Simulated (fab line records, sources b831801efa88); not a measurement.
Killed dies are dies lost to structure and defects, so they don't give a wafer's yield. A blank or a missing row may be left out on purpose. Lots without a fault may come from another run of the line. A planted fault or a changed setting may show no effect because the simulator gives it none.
One fault seen from 2 desks | flow gf180mcu | each desk has only its own numbers; what lay behind them comes last

THE TOOL OWNER'S DESK: implanter-04
The tool's own readings at GF_HV_LDD_IMPLANT_35: means of the sampled wafers that have a number, for each lot that ran on this tool. A lot is out of limits, marked OUT, if its mean lies more than 4 standard deviations from the usual mean; the brackets give that distance.
Columns: A = beam_energy_keV at GF_HV_LDD_IMPLANT_35, usual 60.000; B = dose_ions_cm2 at GF_HV_LDD_IMPLANT_35, usual 7.499e+12; C = faraday_current_uA at GF_HV_LDD_IMPLANT_35, usual 42.3
lot  | first seen here | A      | B                   | C
L824 | day 11 19:32    | 60.000 | 7.498e+12           | 42.1
L827 | day 12 20:00    | 60.010 | 7.491e+12           | 42.3
L835 | day 15 12:09    | 59.999 | 7.495e+12           | 42.2
L842 | day 17 16:36    | 60.004 | 8.040e+12 (+65) OUT | 45.2
L843 | day 18 03:46    | 60.002 | 8.036e+12 (+65) OUT | 45.0
This desk's finding: out of limits on L842, L843; first on L842, day 17 16:36 (dose_ions_cm2 at GF_HV_LDD_IMPLANT_35). In limits: L824, L827, L835.

THE METROLOGY DESK
What the gauges read, lot by lot, whatever tool the lot ran on: means of the sampled wafers that have a number. A lot is out of limits, marked OUT, if its mean lies more than 4 standard deviations from the usual mean; the brackets give that distance.
Columns: A = VT_IMPLANT_01_OVL at GF_VT_IMPLANT_OVL_MEAS_18, usual 0.1 nm; B = LVPWELL_RS at GF_VT_IMPLANT_RS_MEAS_48, usual 1197 ohm/sq
lot  | first seen here | A    | B
L823 | day 6 06:17     | 1.8  | 1200
L824 | day 6 10:14     | 0.6  | 1196
L826 | day 7 00:22     | 1.6  | 1195
L827 | day 7 07:49     | 0.8  | 1192
L830 | day 8 02:58     | -1.0 | 1197
L832 | day 8 14:17     | -1.3 | 1196
L834 | day 9 04:25     | 0.7  | 1197
L835 | day 9 10:46     | 0.6  | 1195
L836 | day 9 15:02     | -0.4 | 1200
L837 | day 9 22:35     | -1.0 | 1200
L842 | day 11 06:57    | -0.5 | 1194
L843 | day 11 14:50    | 0.8  | 1200
L846 | day 12 14:28    | -0.1 | 1200
This desk's finding: nothing out of limits on any of the 13 lots.

PUT TOGETHER
The tool owner's desk could have raised an alarm at day 17 16:36, on L842, L843.
The metrology desk saw nothing out of limits.
The metrology desk has L842, L843 on record, within its limits.
Of the lots named, all ran GF_HV_LDD_IMPLANT_35 on implanter-04.

WHAT THE SIMULATOR HAD PUT IN
Process parameter drift: implanter-04, from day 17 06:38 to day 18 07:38, at GF_HV_LDD_IMPLANT_35. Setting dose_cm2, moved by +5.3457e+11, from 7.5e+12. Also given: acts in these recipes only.
Lots struck among those shown: L842, L843.
Hours from the fault's start to each desk's first reading out of limits: the tool owner's desk, 10.
